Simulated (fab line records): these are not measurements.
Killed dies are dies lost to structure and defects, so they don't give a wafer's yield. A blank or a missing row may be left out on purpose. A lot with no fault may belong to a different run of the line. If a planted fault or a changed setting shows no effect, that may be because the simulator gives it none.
fab line records | flow sky130
record lots=6 wafers=18 last-day=50
route steps=708 shown LI_CONTACT@368 LOCAL_INTERCONNECT@387 PAD_OPEN@708
lots that met no fault: taken from a fault-free run of the same line
start-h: start of the lot's first displayed wafer, in hours after the record's first day | wait-h: hours from the lot's prior step to this one | " as in the row above | L1.1+2: one row covering several wafers at once | - no value present, or no start provided | * or withheld: withheld | < > ~ a bound
route shown NAME@n: a module of which the file shows steps, and the number in the route of the first | usual: average and standard deviation across the fault-free wafers | same: alike in all rows | chamber/n: place in a boat | sites: each site's reading | _std_site: the standard deviation of these | _edge_site: the outer-site mean with the inner-site mean subtracted | radius-mm: for every site, how far away it sits from the centre of the wafer | mask NAME#n: copy n | behind: tool/chamber where the wafer was last shaped | hold: what put the lot on hold/how long, in hours/how the hold closed | device: transistor that didn't switch, given as n, p or np | end of line: the same wafers' tests at the end of the route | for a step that has no rows: nothing shown but its recipe | killed: not the wafer's yield, but the dies lost to structure and defects at the first sort | map: the dies of a wafer, with x for killed, . for not killed, _ for no die there
set.NAME: setting as actually run; set.NAME@STEP: the setting as run at that earlier step | model.NAME: the simulator's own value behind a step, which no gauge read
lots seen at some steps along the route; tables by step, rows by wafer
services: a tool's chamber out of use, with start hour (start-h, from the record's first day; less than 0 if before it), hours out, and reason
## steps
# step SKY_LI_CONTACT_COAT_06
# recipe resist=BARC temp-c=withheld time-s=withheld spin-rpm=3000 resist-thk-nm=60
# step SKY_LI_CONTACT_COAT_07
# recipe resist=KrF-thick spin-rpm=3000 resist-thk-nm=450
# step SKY_LI_CONTACT_SOFTBAKE_08
# recipe temp-c=100 time-s=90 resist=KrF-thick
# step SKY_LI_CONTACT_EXPOSE_09
# recipe mask-id=LICM1 na=0.8 source-shape=annular sigma-inner=0.55 sigma-outer=0.85 target-cd-nm=170 dose-mj=38
# step SKY_LI_CONTACT_PEB_10
# recipe peb-temp-c=withheld peb-time-s=withheld resist=KrF-thick
# step SKY_LI_CONTACT_DEVELOP_11
# recipe develop-time-s=60 resist=KrF-thick dev-temp-c=21
# step SKY_LI_CONTACT_CD_MEAS_12
# recipe target-cd-nm=170
# usual cd-nm=170.5/1.4
# columns lot.wafer tool chamber start-h wait-h cd-nm
L379.1 cd-sem-01 - 749.70 - 170.5
L379.2 " - " " 169.3
L379.3 " - " " 169.6
L383.1 cd-sem-01 - 786.50 - 173.4
L383.3 " - " " 172.0
L383.6 " - " " 171.3
L384.1 cd-sem-02 - 797.19 - 171.0
L384.4 " - " " 170.2
L384.6 " - " " 170.5
L386.3 cd-sem-02 - 807.15 - 172.1
L386.4 " - " " 172.4
L386.6 " - " " 172.4
L387.1 cd-sem-01 - 810.99 - 170.1
L387.4 " - " " 169.3
L387.5 " - " " 168.7
L393.1 cd-sem-01 - 849.87 - 171.6
L393.3 " - " " 171.3
L393.5 " - " " 171.8
# step SKY_LI_CONTACT_OVL_MEAS_13
# usual LI_CONTACT_OVL=1/5.8
# columns lot.wafer tool chamber start-h wait-h LI_CONTACT_OVL[nm]
L379.1 overlay-01 - 749.82 0.1 -7
L379.2 " - " " -2
L379.3 " - " " 0
L383.1 overlay-01 - 786.62 0.1 -7
L383.3 " - " " -2
L383.6 " - " " -10
L384.1 overlay-01 - 797.31 0.1 -4
L384.4 " - " " 0
L384.6 " - " " -2
L386.3 overlay-02 - 807.25 0.1 7
L386.4 " - " " -2
L386.6 " - " " 6
L387.1 overlay-02 - 811.11 0.1 -6
L387.4 " - " " -16
L387.5 " - " " -8
L393.1 overlay-02 - 849.99 0.1 -1
L393.3 " - " " -2
L393.5 " - " " 0
# step SKY_LI_CONTACT_ETCH_14
# recipe chemistry=N2/H2 target=BARC ion-energy-ev=200 source-w=500 bias-w=100 pressure-mtorr=30 n2-flow-sccm=100 h2-flow-sccm=200 stop-on=SiO2 time-s=45.9 target-depth-a=600
# usual drypump-motor-current-A=5.8/0.33 oes-product-au=0.855/0.0047 throttle-valve-pct=13.225/0.0094
# same time-s=45.9
# columns lot.wafer tool chamber start-h wait-h drypump-motor-current-A oes-product-au rf-hours-counter-h throttle-valve-pct
L379.1 rie-diel-03 3 749.86 0.0 6.2 0.857 20 13.221
L379.2 " 2 " " 6.3 0.858 12 13.231
L379.3 " 0 " " 5.2 0.855 5 13.227
L383.1 rie-diel-03 2 786.66 0.0 6.3 0.851 14 13.223
L383.3 " 1 " " 5.8 0.851 1 13.229
L383.6 " 2 " " 6.3 0.854 - 13.234
L384.1 rie-diel-03 3 797.35 0.0 6.2 0.864 22 13.211
L384.4 " 2 " " 6.2 0.858 14 13.232
L384.6 " 1 " " 5.8 0.850 - 13.234
L386.3 rie-diel-02 0 807.27 0.0 5.5 0.859 3 13.215
L386.4 " 1 " " 5.6 0.853 32 13.225
L386.6 " 1 " " 5.6 0.858 - 13.217
L387.1 rie-diel-02 2 811.15 0.0 5.8 0.855 8 13.219
L387.4 " 3 " " 5.9 0.847 - 13.230
L387.5 " 2 " " 5.8 0.859 - 13.226
L393.1 rie-diel-03 2 850.02 0.0 6.2 0.857 15 13.235
L393.3 " 1 " " 5.8 0.860 3 13.225
L393.5 " 2 " " 6.2 0.856 - 13.224
# step SKY_LI_CONTACT_ETCH_15
# recipe target=PSG chemistry=C4F8/O2/Ar stop-on=Si taper-deg=4.15 mask-material=KrF-thick source-w=1500 bias-w=1200 pressure-mtorr=40 c4f8-flow-sccm=withheld O2_flow_sccm=6 Ar_flow_sccm=300 time-s=withheld target-depth-a=6000
# usual oes-product-au=0.837/0.0047
# columns lot.wafer tool chamber start-h wait-h oes-product-au
L379.1 rie-diel-03 3 749.90 0.0 0.833
L379.2 " 2 " " 0.834
L379.3 " 0 " " 0.839
L383.1 rie-diel-03 2 786.70 0.0 0.832
L383.3 " 1 " " 0.844
L383.6 " 2 " " 0.842
L384.1 rie-diel-03 3 797.39 0.0 0.833
L384.4 " 2 " " 0.838
L384.6 " 1 " " 0.842
L386.3 rie-diel-02 0 807.31 0.0 0.840
L386.4 " 1 " " 0.836
L386.6 " 1 " " 0.837
L387.1 rie-diel-02 2 811.19 0.0 0.845
L387.4 " 3 " " 0.837
L387.5 " 2 " " 0.837
L393.1 rie-diel-03 2 850.06 0.0 0.837
L393.3 " 1 " " 0.841
L393.5 " 2 " " 0.831
# step SKY_LI_CONTACT_STRIP_16
# recipe chemistry=O2/N2 power-w=1400 pressure-mtorr=1500 platen-temp-c=withheld o2-flow-sccm=3000 n2-flow-sccm=300 overash-fraction=0.5
# usual drypump-motor-current-A=5.5/0.3 oes-product-au=0.377/0.0049 strip-time-to-endpoint-s=3.52/0.043
# columns lot.wafer tool chamber start-h wait-h drypump-motor-current-A oes-product-au rf-hours-counter-h strip-time-to-endpoint-s
L379.1 plasma-asher-01 0 749.99 - 5.4 0.377 32 3.49
L379.2 " 1 " " 5.8 0.374 32 3.54
L379.3 " 0 " " 5.3 0.375 - 3.60
L383.1 plasma-asher-02 0 786.79 - 6.1 0.382 5 3.49
L383.3 " 1 " " 5.4 0.377 - 3.50
L383.6 " 0 " " 6.1 0.378 - 3.48
L384.1 plasma-asher-01 1 797.47 - 5.8 0.376 36 3.50
L384.4 " 0 " " 5.3 0.381 - 3.51
L384.6 " 1 " " 5.8 0.385 - 3.55
L386.3 plasma-asher-01 0 807.43 - 5.4 0.378 - 3.45
L386.4 " 1 " " 5.9 0.379 - 3.50
L386.6 " 0 " " 5.3 0.368 - 3.47
L387.1 plasma-asher-01 0 811.27 - 5.3 0.375 37 3.49
L387.4 " 1 " " 5.8 0.368 - 3.43
L387.5 " 0 " " 5.3 0.369 - 3.48
L393.1 plasma-asher-03 0 850.15 - 5.4 0.381 100 3.50
L393.3 " 0 " " 5.4 0.371 - 3.54
L393.5 " 1 " " 5.2 0.388 - 3.56
# step SKY_LI_CONTACT_CLEAN_17
# recipe chemistry=NMP time-s=600 temp-c=60 dry=n2-spin
# step SKY_LI_CONTACT_PRE_CLEAN_18
# recipe gas=Ar time-s=5.6 bias-v=358
# usual bias-v=358/3.7 time-s=5.6/0
# columns lot.wafer tool chamber start-h wait-h bias-v time-s model.PSG_of_LI_CONTACT_HDPCVD_00.thk-nm
L379.1 pvd-sputter-04 - 750.28 0.0 358 5.6 592.8
L379.2 " - " " 359 5.6 592
L379.3 " - " " 358 5.6 592
L383.1 pvd-sputter-02 - 787.08 0.0 - - 597.9
L383.3 " - " " - - 597.1
L383.6 " - " " - - 596.8
L384.1 pvd-sputter-02 - 797.76 0.0 - - 595.7
L384.4 " - " " - - 597.6
L384.6 " - " " - - 597.9
L386.3 pvd-sputter-01 - 807.69 0.0 353 5.6 590.2
L386.4 " - " " 360 5.6 591.7
L386.6 " - " " 357 5.6 592.6
L387.1 pvd-sputter-01 - 811.56 0.0 358 5.6 592.3
L387.4 " - " " 362 5.6 591.4
L387.5 " - " " 357 5.6 591
L393.1 pvd-sputter-02 - 850.42 0.0 360 5.6 592.1
L393.3 " - " " 358 5.6 589.7
L393.5 " - " " 360 5.6 590.5
# step SKY_LI_CONTACT_SPUTTER_19
# recipe material=Ti target-thk-nm=20 chamber-pressure-pa=5 power-w=2500 substrate-temp-c=200 time-s=106.37
# step SKY_LI_CONTACT_SPUTTER_20
# recipe material=TiN target-thk-nm=20 chamber-pressure-pa=5 power-w=4000 time-s=80
# usual chamber-pressure-pa=5.000/0.01 throttle-valve-pct=29.6/0.94
# same time-s=80
# columns lot.wafer tool chamber start-h wait-h chamber-pressure-pa throttle-valve-pct
L379.1 pvd-sputter-04 - 750.37 0.0 5.004 29.8
L379.2 " - " " 5.003 29.9
L379.3 " - " " 4.990 29.1
L383.1 pvd-sputter-02 - 787.17 0.0 4.995 28.7
L383.3 " - " " 5.001 28.9
L383.6 " - " " 5.008 28.4
L384.1 pvd-sputter-02 - 797.86 0.0 4.976 28.0
L384.4 " - " " 4.997 28.7
L384.6 " - " " 4.992 28.5
L386.3 pvd-sputter-01 - 807.79 0.0 5.000 29.8
L386.4 " - " " 5.005 30.3
L386.6 " - " " 4.999 29.7
L387.1 pvd-sputter-01 - 811.66 0.0 4.986 30.9
L387.4 " - " " 4.979 30.1
L387.5 " - " " 4.994 29.8
L393.1 pvd-sputter-02 - 850.52 0.0 5.014 28.3
L393.3 " - " " 5.013 28.9
L393.5 " - " " 5.004 28.7
# step SKY_LI_CONTACT_CVD_21
# recipe material=W target-thk-nm=400 time-s=120.56 temp-c=400 pressure-torr=40
# usual heater-power-w=876/120
# same time-s=120.56
# columns lot.wafer tool chamber start-h wait-h heater-power-w
L379.1 cvd-w-02 0 750.43 0.0 785
L379.2 " 1 " " 768
L379.3 " 0 " " 795
L383.1 cvd-w-01 0 787.23 0.0 947
L383.3 " 1 " " 1071
L383.6 " 1 " " 1052
L384.1 cvd-w-02 0 797.92 0.0 763
L384.4 " 0 " " 771
L384.6 " 0 " " 782
L386.3 cvd-w-01 1 807.89 0.1 1068
L386.4 " 0 " " 979
L386.6 " 1 " " 1106
L387.1 cvd-w-02 0 811.72 0.0 788
L387.4 " 0 " " 777
L387.5 " 1 " " 796
L393.1 cvd-w-01 0 850.58 0.0 962
L393.3 " 1 " " 1076
L393.5 " 1 " " 1103
# step SKY_LI_CONTACT_RS_MEAS_22
# recipe thk-meas-gauge=four-point-probe reads=W_of_LI_CONTACT_CVD_21+TiN_of_LI_CONTACT_SPUTTER_20+Ti_of_LI_CONTACT_SPUTTER_19
# usual LI_CONTACT_W_RS=0.2846/0.0028
# columns lot.wafer tool chamber start-h wait-h LI_CONTACT_W_RS[ohm/sq]
L379.1 film-metro-03 - 750.56 0.1 0.2855
L379.2 " - " " 0.2880
L379.3 " - " " 0.2843
L383.1 film-metro-03 - 787.36 0.1 0.2847
L383.3 " - " " 0.2864
L383.6 " - " " 0.2882
L384.1 film-metro-02 - 798.05 0.1 0.2794
L384.4 " - " " 0.2818
L384.6 " - " " 0.2805
L386.3 film-metro-02 - 808.01 0.1 0.2841
L386.4 " - " " 0.2844
L386.6 " - " " 0.2857
L387.1 film-metro-02 - 811.85 0.1 0.2823
L387.4 " - " " 0.2815
L387.5 " - " " 0.2882
L393.1 film-metro-04 - 850.71 0.1 0.2850
L393.3 " - " " 0.2884
L393.5 " - " " 0.2885
# step SKY_LI_CONTACT_THK_MEAS_23
# recipe thk-meas-gauge=xrf reads=W_of_LI_CONTACT_CVD_21
# usual LI_CONTACT_W_THK=403/5.8
# columns lot.wafer tool chamber start-h wait-h LI_CONTACT_W_THK[nm]
L379.1 film-metro-03 - 750.68 0.1 408
L379.2 " - " " 403
L379.3 " - " " 405
L383.1 film-metro-03 - 787.48 0.1 403
L383.3 " - " " 403
L383.6 " - " " 399
L384.1 film-metro-02 - 798.17 0.1 410
L384.4 " - " " 404
L384.6 " - " " 408
L386.3 film-metro-02 - 808.11 0.1 400
L386.4 " - " " 399
L386.6 " - " " 400
L387.1 film-metro-02 - 811.97 0.1 406
L387.4 " - " " 405
L387.5 " - " " 397
L393.1 film-metro-04 - 850.83 0.1 406
L393.3 " - " " 402
L393.5 " - " " 400
# step SKY_LI_CONTACT_CMP_24
# recipe stop-on=PSG t-overpolish-s=20 down-force-psi=3.5 platen-rpm=60 target-thk-nm=0 pad-velocity-m-s=0.94248
# usual head-pressure-psi=3.500/0.0079 motor-current-A=10.8/1.1
# columns lot.wafer tool chamber start-h wait-h head-pressure-psi motor-current-A model.PSG_of_LI_CONTACT_HDPCVD_00.thk-nm
L379.2 cmp-02 3 750.79 0.1 3.488 9.9 587.6
L379.1 " 0 " " 3.503 9.7 588.4
L379.3 " 1 " " 3.502 10.2 587.6
L383.3 cmp-02 1 787.59 0.1 3.510 10.5 592.7
L383.1 " 3 " " 3.504 9.6 593.5
L383.6 " 1 " " 3.493 10.4 592.4
L384.4 cmp-02 0 798.23 0.0 3.497 9.8 593.2
L384.1 " 2 " " 3.512 11.4 591.3
L384.6 " 1 " " 3.499 10.3 593.5
L386.3 cmp-01 0 808.15 0.0 3.502 11.5 585.8
L386.4 " 3 " " 3.494 12.2 587.3
L386.6 " 0 " " 3.482 11.9 588.2
L387.4 cmp-01 1 812.03 0.0 3.513 10.2 587
L387.1 " 0 " " 3.495 12.5 587.9
L387.5 " 2 " " 3.506 10.3 586.6
L393.3 cmp-01 0 850.94 0.1 3.506 11.9 585.3
L393.1 " 2 " " 3.505 9.3 587.7
L393.5 " 3 " " 3.488 12.6 586.1
# step SKY_LOCAL_INTERCONNECT_SPUTTER_00
# recipe material=TiN target-thk-nm=100 temp-c=300 power-w=6500 time-s=83.3 chamber-pressure-pa=0.4
# step SKY_PAD_OPEN_PROBE_99
# usual killed_at_M0_to_M3=44/6.9 killed_at_M4_up=3.3/2.1 killed-at-contacts=24/4.8 killed-at-front-end=15/4.4 killed-at-other=0.2/0.48 killed-dies=87/9.5 killed-open=48/6.5 killed-short=39/6.3
# same gross-dies=492 killed-at-back-side=0
# columns lot.wafer tool chamber start-h wait-h killed_at_M0_to_M3 killed_at_M4_up killed-at-contacts killed-at-front-end killed-at-other killed-dies killed-open killed-short model.etest.nfet_16v.r-on-ohm-um model.etest.nfet-g5v0d10v5.r-on-ohm-um model.etest.licon-ndiff.rc-ohm model.etest.nfet_01v8.r-on-ohm-um model.etest.sonos-uncharged.r-on-ohm-um model.etest.licon-pdiff.rc-ohm model.etest.pfet_01v8.r-on-ohm-um model.etest.pfet-g5v0d10v5.r-on-ohm-um
L379.1 prober-01 - 1127.82 0.1 43 1 27 11 0 82 48 34 1.419e+04 1859 186.2 833.2 824.7 584.8 2874 4685
L379.2 prober-01 - 1127.87 0.1 44 1 23 21 0 89 53 36 1.42e+04 1845 187.2 843.1 812.5 613.2 2914 4658
L379.3 prober-01 - 1127.92 0.2 46 5 30 15 0 96 46 50 1.43e+04 1865 191.1 831.5 819.2 601.2 2919 4660
L383.1 prober-01 - 1155.16 0.1 40 1 20 7 1 69 39 30 1.634e+04 4087 2081 2624 2482 2137 4255 6085
L383.3 prober-01 - 1155.26 0.2 53 6 22 10 0 91 46 45 1.607e+04 4066 2034 2605 2448 2263 4268 6082
L383.6 prober-01 - 1155.41 0.2 44 0 18 14 2 78 42 36 1.625e+04 4147 2122 2644 2528 2229 4304 6192
L384.1 prober-02 - 1161.16 0.1 52 2 23 10 0 87 49 38 1.639e+04 4118 2068 2602 2497 2144 4340 6187
L384.4 prober-02 - 1161.31 0.2 32 1 21 11 0 65 33 32 1.666e+04 4208 2134 2630 2534 2184 4326 6266
L384.6 prober-02 - 1161.41 0.2 39 4 23 17 0 83 43 40 1.644e+04 4170 2136 2633 2459 2120 4380 6210
L386.3 prober-02 - 1168.22 0.2 39 9 20 17 0 85 45 39 1.436e+04 1880 180 827.8 831.9 567.1 2878 4774
L386.4 prober-02 - 1168.27 0.2 45 8 28 21 0 102 50 52 1.424e+04 1861 179.6 812.2 823.9 592.7 2858 4657
L386.6 prober-02 - 1168.37 0.2 40 1 23 10 0 74 39 34 1.428e+04 1866 174.8 818.1 832.5 570.4 2879 4711
L387.1 prober-01 - 1170.30 0.1 46 2 33 20 0 101 59 40 1.398e+04 1827 183.4 839.4 813.9 585.2 2930 4656
L387.4 prober-01 - 1170.45 0.2 42 3 25 23 0 93 52 41 1.402e+04 1874 179.2 856.4 834.5 578.7 2963 4730
L387.5 prober-01 - 1170.50 0.2 45 1 21 21 1 89 44 44 1.394e+04 1857 186.5 842.9 822.2 593.5 2925 4720
L393.1 prober-01 - 1196.74 0.1 39 0 23 22 0 84 46 38 1.363e+04 1852 177.3 819.1 805.5 556.1 2848 4743
L393.3 prober-01 - 1196.84 0.2 47 3 21 20 0 91 51 40 1.35e+04 1818 183.8 813.7 813 587.2 2859 4705
L393.5 prober-01 - 1196.94 0.2 36 3 22 17 0 78 40 38 1.363e+04 1821 177.2 807.4 790.9 579.9 2812 4697
# killed by level:class
L379.1 LI_CONTACT:geometric-particle:open=9 VIA1:geometric-particle:open=8 VIA2:geometric-particle:open=8 VIA3:geometric-particle:open=7 CONTACT:geometric-particle:short=6 CONTACT:geometric-particle:open=6 VIA1:geometric-particle:short=6 LOCAL_INTERCONNECT:geometric-particle:short=4
L379.2 VIA1:geometric-particle:open=11 FIELD_ISO:geometric-particle:open=9 LI_CONTACT:geometric-particle:open=7 VIA3:geometric-particle:short=7 VIA2:geometric-particle:open=6 CONTACT:geometric-particle:open=6 CONTACT:geometric-particle:short=5 POLY_GATE:geometric-particle:open=4
L379.3 VIA1:geometric-particle:open=11 LI_CONTACT:geometric-particle:open=7 CONTACT:geometric-particle:short=7 METAL2:geometric-particle:short=7 VIA2:geometric-particle:open=7 FIELD_ISO:geometric-particle:short=6 VIA3:geometric-particle:short=5 CONTACT:geometric-particle:open=5
L383.1 VIA1:geometric-particle:open=12 VIA3:geometric-particle:open=8 LOCAL_INTERCONNECT:geometric-particle:short=6 VIA2:geometric-particle:open=6 CONTACT:geometric-particle:short=5 CONTACT:geometric-particle:open=5 LI_CONTACT:geometric-particle:open=4 METAL1:geometric-particle:short=3
L383.3 VIA1:geometric-particle:open=12 VIA3:geometric-particle:open=8 METAL1:geometric-particle:short=7 VIA2:geometric-particle:open=7 CONTACT:geometric-particle:open=7 VIA1:geometric-particle:short=7 CONTACT:geometric-particle:short=6 LOCAL_INTERCONNECT:geometric-particle:short=5
L383.6 VIA2:geometric-particle:open=10 CONTACT:geometric-particle:open=7 METAL2:geometric-particle:short=7 METAL1:geometric-particle:short=6 VIA1:geometric-particle:open=5 VIA3:geometric-particle:open=5 FIELD_ISO:geometric-particle:open=4 LOCAL_INTERCONNECT:geometric-particle:short=4
L384.1 VIA1:geometric-particle:open=11 VIA3:geometric-particle:open=10 CONTACT:geometric-particle:open=8 VIA2:geometric-particle:open=8 CONTACT:geometric-particle:short=7 VIA3:geometric-particle:short=6 VIA1:geometric-particle:short=5 LI_CONTACT:geometric-particle:open=4
L384.4 VIA2:geometric-particle:open=9 CONTACT:geometric-particle:open=8 CONTACT:geometric-particle:short=8 METAL1:geometric-particle:short=5 VIA3:geometric-particle:open=4 FIELD_ISO:geometric-particle:short=3 VIA1:geometric-particle:open=3 VIA2:geometric-particle:short=3
L384.6 METAL1:geometric-particle:short=9 FIELD_ISO:geometric-particle:open=7 VIA1:geometric-particle:open=7 LI_CONTACT:geometric-particle:open=6 CONTACT:geometric-particle:short=6 CONTACT:geometric-particle:open=6 METAL2:geometric-particle:short=6 VIA2:geometric-particle:open=5
L386.3 VIA1:geometric-particle:open=11 FIELD_ISO:geometric-particle:short=7 CONTACT:geometric-particle:open=7 FIELD_ISO:geometric-particle:open=6 VIA2:geometric-particle:open=6 METAL4:geometric-particle:short=6 VIA1:geometric-particle:short=5 VIA3:geometric-particle:open=5
L386.4 CONTACT:geometric-particle:open=12 VIA1:geometric-particle:open=9 VIA2:geometric-particle:short=8 LI_CONTACT:geometric-particle:short=7 POLY_GATE:geometric-particle:open=6 METAL4:geometric-particle:short=6 FIELD_ISO:geometric-particle:open=5 FIELD_ISO:geometric-particle:short=5
L386.6 CONTACT:geometric-particle:open=9 VIA1:geometric-particle:open=8 LOCAL_INTERCONNECT:geometric-particle:short=5 METAL1:geometric-particle:short=5 VIA1:geometric-particle:short=5 VIA2:geometric-particle:open=5 LI_CONTACT:geometric-particle:open=4 CONTACT:geometric-particle:short=3
L387.1 CONTACT:geometric-particle:open=15 VIA1:geometric-particle:open=12 FIELD_ISO:geometric-particle:open=6 VIA1:geometric-particle:short=6 LI_CONTACT:geometric-particle:open=6 VIA2:geometric-particle:open=6 VIA3:geometric-particle:short=6 VIA3:geometric-particle:open=6
L387.4 VIA2:geometric-particle:open=10 CONTACT:geometric-particle:open=9 FIELD_ISO:geometric-particle:open=8 FIELD_ISO:geometric-particle:short=8 LI_CONTACT:geometric-particle:open=7 VIA1:geometric-particle:open=7 CONTACT:geometric-particle:short=5 VIA1:geometric-particle:short=5
L387.5 METAL2:geometric-particle:short=9 METAL1:geometric-particle:short=7 VIA2:geometric-particle:open=7 FIELD_ISO:geometric-particle:short=6 POLY_GATE:geometric-particle:open=6 VIA1:geometric-particle:short=6 VIA1:geometric-particle:open=6 LI_CONTACT:geometric-particle:open=5
L393.1 VIA1:geometric-particle:open=9 FIELD_ISO:geometric-particle:short=7 CONTACT:geometric-particle:open=7 POLY_GATE:geometric-particle:open=6 LI_CONTACT:geometric-particle:open=6 VIA1:geometric-particle:short=5 VIA3:geometric-particle:open=5 LI_CONTACT:geometric-particle:short=4
L393.3 VIA1:geometric-particle:open=15 VIA2:geometric-particle:open=10 METAL2:geometric-particle:short=8 CONTACT:geometric-particle:open=7 POLY_GATE:geometric-particle:short=6 LOCAL_INTERCONNECT:geometric-particle:short=6 FIELD_ISO:geometric-particle:short=5 POLY_GATE:geometric-particle:open=5
L393.5 CONTACT:geometric-particle:open=8 VIA1:geometric-particle:open=7 LI_CONTACT:geometric-particle:open=5 METAL1:geometric-particle:short=5 CONTACT:geometric-particle:short=5 VIA3:geometric-particle:open=5 VIA2:geometric-particle:open=5 METAL2:geometric-particle:short=4
## services
# columns tool chamber start-h hours kind
rie-diel-02 3 730.94 8.2 repair
plasma-asher-02 - 733.75 9.0 pm
plasma-asher-03 - 735.66 8.4 repair
plasma-asher-01 - 742.75 2.8 pm
cmp-01 - 744.83 4.0 pm
plasma-asher-01 - 746.89 2.0 repair
cvd-w-02 - 747.47 0.7 repair
rie-diel-02 0 749.66 1.3 repair
plasma-asher-03 - 750.92 1.3 repair
plasma-asher-01 - 762.29 11.0 pm
rie-diel-03 - 793.81 2.8 pm
rie-diel-02 3 801.68 1.6 repair
rie-diel-02 - 803.86 1.3 repair
rie-diel-03 0 811.79 8.6 repair
cmp-01 - 814.98 0.9 repair
rie-diel-03 2 815.05 8.0 repair
pvd-sputter-01 - 818.33 4.8 repair
pvd-sputter-02 - 819.89 1.1 repair
rie-diel-02 3 830.87 9.3 repair
cvd-w-02 - 830.98 1.4 repair
rie-diel-03 1 831.21 10.0 repair
cmp-01 - 844.22 3.2 pm
rie-diel-02 0 850.64 8.4 repair
rie-diel-02 2 850.67 4.4 repair
## key
first-sign step=SKY_LI_CONTACT_PRE_CLEAN_18 reading=tool-record direction=missing
effect none on later readings
model-effect step=SKY_LI_CONTACT_PRE_CLEAN_18 value=PSG_of_LI_CONTACT_HDPCVD_00.thk-nm without=592.1 struck=597.2
model-effect step=SKY_LI_CONTACT_CMP_24 value=PSG_of_LI_CONTACT_HDPCVD_00.thk-nm without=587.7 struck=592.8
model-effect step=SKY_PAD_OPEN_PROBE_99 value=etest.nfet_16v.r-on-ohm-um without=1.4e+04 struck=1.636e+04
met-at SKY_LI_CONTACT_PRE_CLEAN_18
struck-wafers L383.1,L383.3,L383.6,L384.1,L384.4,L384.6
tester-left-out L383,L384
fault kind=skipped-step-whole tool=pvd-sputter-02 chamber=- onset-h=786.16 steps=SKY_LI_CONTACT_PRE_CLEAN_18 scope=struck-lots-only
# tester-left-out: of these lots the tester's yield and bins aren't shown, on N5 and GAA mostly nor the transistor test; their killed dies are dies lost to structure and defects alone, not to doping, threshold or leakage, so they don't give the yield
